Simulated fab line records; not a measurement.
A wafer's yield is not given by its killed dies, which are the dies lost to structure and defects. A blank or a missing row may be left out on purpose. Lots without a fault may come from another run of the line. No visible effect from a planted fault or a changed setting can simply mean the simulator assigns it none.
The tool behind it: which one? | flow gf180mcu | 12 lots (36 wafers sampled), 1 step of a 602-step route

== WHAT THE GAUGES SHOWED, per wafer ==
GF_M2_THK_MEAS_06: measures by xrf.
lot  | measured     | on            | M2_ALCU_THK (nm)
L075 | day 18 08:55 | film_metro-01 | 461 467 456
L077 | day 19 12:31 | film_metro-01 | 443 452 449
L079 | day 20 02:59 | film_metro-01 | 453 452 460
L081 | day 20 19:31 | film_metro-03 | 451 453 457
L083 | day 21 17:33 | film_metro-03 | 452 452 452
L085 | day 22 09:54 | film_metro-01 | 450 450 453
L087 | day 23 01:19 | film_metro-01 | 460 458 456
L089 | day 23 20:44 | film_metro-01 | 461 455 454
L091 | day 24 08:49 | film_metro-03 | 456 458 452
L093 | day 24 22:55 | film_metro-04 | 451 449 448
L095 | day 25 15:15 | film_metro-01 | 460 461 459
L097 | day 26 02:01 | film_metro-04 | 443 451 449

== WHAT TOOL EACH LOT RAN ON (gives the tool, then ch and the chambers of the sampled wafers, and finally the start) ==
Before these readings, the record contains no process step.

== THE ANSWER, worked out from the rows above alone ==
Rule: usual is defined by the lots themselves. Put in order of their means at a reading, lots are off if they are a third of the lots or fewer, leave a main group of 4 or more, and stand apart from it by a gap of 3 or more times the standard deviation of the main group's means; of several such gaps the widest counts. A main group is skipped when, at the precision printed for the reading in the tables above, its means are all equal. Also off: a lot with no number at a reading for which 4 or more lots have one. The other lots that the step has rows for count as sound.
Across all readings shown, no lot is off: no conclusion can be drawn from this.

== WHAT THE SIMULATOR HAD INSERTED ==
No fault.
